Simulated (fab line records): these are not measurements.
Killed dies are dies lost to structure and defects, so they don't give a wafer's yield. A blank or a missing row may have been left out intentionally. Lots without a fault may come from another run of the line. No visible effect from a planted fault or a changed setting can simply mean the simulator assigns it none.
The tool behind it: which one? | flow sfqLine | 14 lots, 42 wafers sampled, at 4 steps of a route of 325

## WHAT THE GAUGES READ, wafer by wafer
SFQ_I5_OVL_MEAS_936.
lot  | measured     | on         | I5_OVL (nm)
L827 | day 70 15:12 | overlay-02 | 1 5 4
L828 | day 71 11:15 | overlay-01 | -1 2 1
L829 | day 71 17:23 | overlay-01 | -4 -3 -4
L830 | day 71 20:59 | overlay-02 | -8 0 -2
L832 | day 73 18:01 | overlay-01 | -3 -2 1
L833 | day 74 06:08 | overlay-01 | -7 -4 -3
L837 | day 75 01:20 | overlay-02 | -3 -5 -2
L842 | day 77 01:28 | overlay-02 | -1 2 3
L843 | day 77 02:40 | overlay-02 | -6 -9 -2
L845 | day 77 05:04 | overlay-02 | 4 1 -1
L847 | day 77 07:28 | overlay-02 | 0 1 -3
L848 | day 78 06:56 | overlay-02 | -4 -1 0
L849 | day 78 08:07 | overlay-02 | -7 -12 -9
L850 | day 78 13:07 | overlay-02 | -7 -11 -4

## WHICH TOOL RAN EACH LOT (tool, then ch and the chambers of the sampled wafers, then the start)
lot  | SFQ_TRILAYER_M4_ETCH_METAL_ETCH_096 | SFQ_TRILAYER_M5_STRIP_STRIP_127  | SFQ_TRILAYER_R5_DEP_SPUTTER_133
L827 | rieMetal-04 ch 0, day 56 20:50      | rieMetal-04 ch 0,1, day 62 20:35 | pvdSputter-03, day 63 04:27
L828 | rieMetal-03 ch 0,1, day 58 01:34    | rieMetal-02 ch 1, day 63 18:05   | pvdSputter-05, day 64 01:13
L829 | rieMetal-01 ch 0,1, day 58 08:56    | rieMetal-02 ch 1, day 64 00:34   | pvdSputter-06, day 64 09:02
L830 | rieMetal-04 ch 0,1, day 58 14:46    | rieMetal-01 ch 0, day 64 08:13   | pvdSputter-03, day 64 15:02
L832 | rieMetal-04 ch 0,1, day 59 05:10    | rieMetal-01 ch 0,1, day 68 01:44 | pvdSputter-06, day 69 00:17
L833 | rieMetal-04 ch 0,1, day 60 04:06    | rieMetal-04 ch 1, day 68 14:14   | pvdSputter-06, day 69 09:17
L837 | rieMetal-03 ch 0,1, day 61 23:40    | rieMetal-01 ch 0,1, day 69 14:17 | pvdSputter-06, day 69 21:22
L842 | rieMetal-03 ch 0, day 63 00:58      | rieMetal-01 ch 0,1, day 70 23:32 | pvdSputter-06, day 71 04:37
L843 | rieMetal-03 ch 0, day 63 03:32      | rieMetal-04 ch 0,1, day 71 04:20 | pvdSputter-05, day 71 09:25
L845 | rieMetal-04 ch 0,1, day 63 13:28    | rieMetal-01 ch 0,1, day 71 12:56 | pvdSputter-03, day 71 17:49
L847 | rieMetal-01 ch 0,1, day 63 20:40    | rieMetal-02 ch 0,1, day 71 20:16 | pvdSputter-03, day 72 01:09
L848 | rieMetal-04 ch 0,1, day 63 23:01    | rieMetal-02 ch 0,1, day 72 00:52 | pvdSputter-05, day 72 05:57
L849 | rieMetal-01 ch 0,1, day 64 00:13    | rieMetal-02 ch 0,1, day 72 03:16 | pvdSputter-05, day 72 08:57
L850 | rieMetal-04 ch 0, day 64 18:20      | rieMetal-02 ch 0,1, day 73 07:30 | pvdSputter-05, day 73 12:35
- SFQ_TRILAYER_M4_ETCH_METAL_ETCH_096: etches Nb in Cl2/Ar, stops on SiO2, target depth 240 nm, time 120 s.
- SFQ_TRILAYER_M5_STRIP_STRIP_127: strips in O2.
- SFQ_TRILAYER_R5_DEP_SPUTTER_133: material MoNx, target thk 40 nm, time 66.7 s.

## WHAT THE TOOLS THEMSELVES READ (means of the sampled wafers that have a number; where no wafer has one, the mark that the record gives instead)
SFQ_TRILAYER_M4_ETCH_METAL_ETCH_096.
lot  | tool        | drypumpMotorCurrentA (A) | oesProductAu (a.u.)
L827 | rieMetal-04 | 6.7                      | 0.891
L828 | rieMetal-03 | 5.5                      | 0.895
L829 | rieMetal-01 | 5.7                      | 0.897
L830 | rieMetal-04 | 6.5                      | 0.891
L832 | rieMetal-04 | 6.3                      | 0.895
L833 | rieMetal-04 | 6.3                      | 0.891
L837 | rieMetal-03 | 5.5                      | 0.894
L842 | rieMetal-03 | 6.0                      | 0.804
L843 | rieMetal-03 | 6.0                      | 0.798
L845 | rieMetal-04 | 6.3                      | 0.896
L847 | rieMetal-01 | 5.6                      | 0.888
L848 | rieMetal-04 | 6.5                      | 0.893
L849 | rieMetal-01 | 5.6                      | 0.899
L850 | rieMetal-04 | 6.6                      | 0.892

SFQ_TRILAYER_M5_STRIP_STRIP_127.
lot  | tool        | drypumpMotorCurrentA (A) | oesProductAu (a.u.)
L827 | rieMetal-04 | 6.3                      | 1.008
L828 | rieMetal-02 | 6.4                      | 1.002
L829 | rieMetal-02 | 6.3                      | 1.013
L830 | rieMetal-01 | 5.8                      | 0.999
L832 | rieMetal-01 | 5.6                      | 0.986
L833 | rieMetal-04 | 6.1                      | 1.009
L837 | rieMetal-01 | 5.8                      | 1.005
L842 | rieMetal-01 | 5.7                      | 1.007
L843 | rieMetal-04 | 6.3                      | 1.013
L845 | rieMetal-01 | 5.6                      | 0.991
L847 | rieMetal-02 | 6.1                      | 1.013
L848 | rieMetal-02 | 6.1                      | 1.006
L849 | rieMetal-02 | 6.1                      | 1.005
L850 | rieMetal-02 | 5.8                      | 1.008

SFQ_TRILAYER_R5_DEP_SPUTTER_133.
lot  | tool          | throttleValvePct (%)
L827 | pvdSputter-03 | 30.2
L828 | pvdSputter-05 | 29.1
L829 | pvdSputter-06 | 31.6
L830 | pvdSputter-03 | 30.7
L832 | pvdSputter-06 | 31.7
L833 | pvdSputter-06 | 31.0
L837 | pvdSputter-06 | 30.9
L842 | pvdSputter-06 | 30.6
L843 | pvdSputter-05 | 30.1
L845 | pvdSputter-03 | 30.2
L847 | pvdSputter-03 | 30.6
L848 | pvdSputter-05 | 29.8
L849 | pvdSputter-05 | 29.5
L850 | pvdSputter-05 | 29.8

## THE ANSWER, worked out from the rows above alone
Rule: usual is defined by the lots themselves. The widest of any qualifying gaps counts: lots, ordered by their means at a reading, are off when they make up no more than a third of the lots, leave a main group of 4 or more, and stand apart from it by 3 or more times the standard deviation of that group's means. The tables above print the reading to a certain number of digits; a main group whose means all agree to those digits is not used. A lot without any number at a reading at which 4 lots or more have one is off too. The other lots that the step has rows for count as sound. First the gauges in route order, then the tools' own readings, where a lot's mean is used as printed above. The first step at which some lot is off is used, and at that step the reading that is off furthest; a lot without a number counts as furthest.
Off at SFQ_TRILAYER_M4_ETCH_METAL_ETCH_096 (oesProductAu): L842, L843. Mean 0.893 a.u. and standard deviation 0.003 in the main group.
A tool fits if, at that step or a process step before it, it ran every lot that is off, and no sound lot after the first of them. One fits: SFQ_TRILAYER_M4_ETCH_METAL_ETCH_096 on rieMetal-03. A fault onset in the window from L837 (day 61 23:40, its last sound lot) to L842 (day 63 00:58, its first lot off) fits.
On the lots that are off, the tool's own readings at SFQ_TRILAYER_M4_ETCH_METAL_ETCH_096 differ by more than 5 times the standard deviation of the sound lots' means, which bears it out; oesProductAu reads 0.801 a.u. there versus 0.893 a.u. on the sound lots.

## WHAT THE SIMULATOR PUT IN
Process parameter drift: rieMetal-03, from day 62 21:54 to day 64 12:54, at SFQ_TRILAYER_M4_ETCH_METAL_ETCH_096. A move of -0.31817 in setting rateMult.
Struck lots among those shown: L842, L843. Same finding as the rule above.
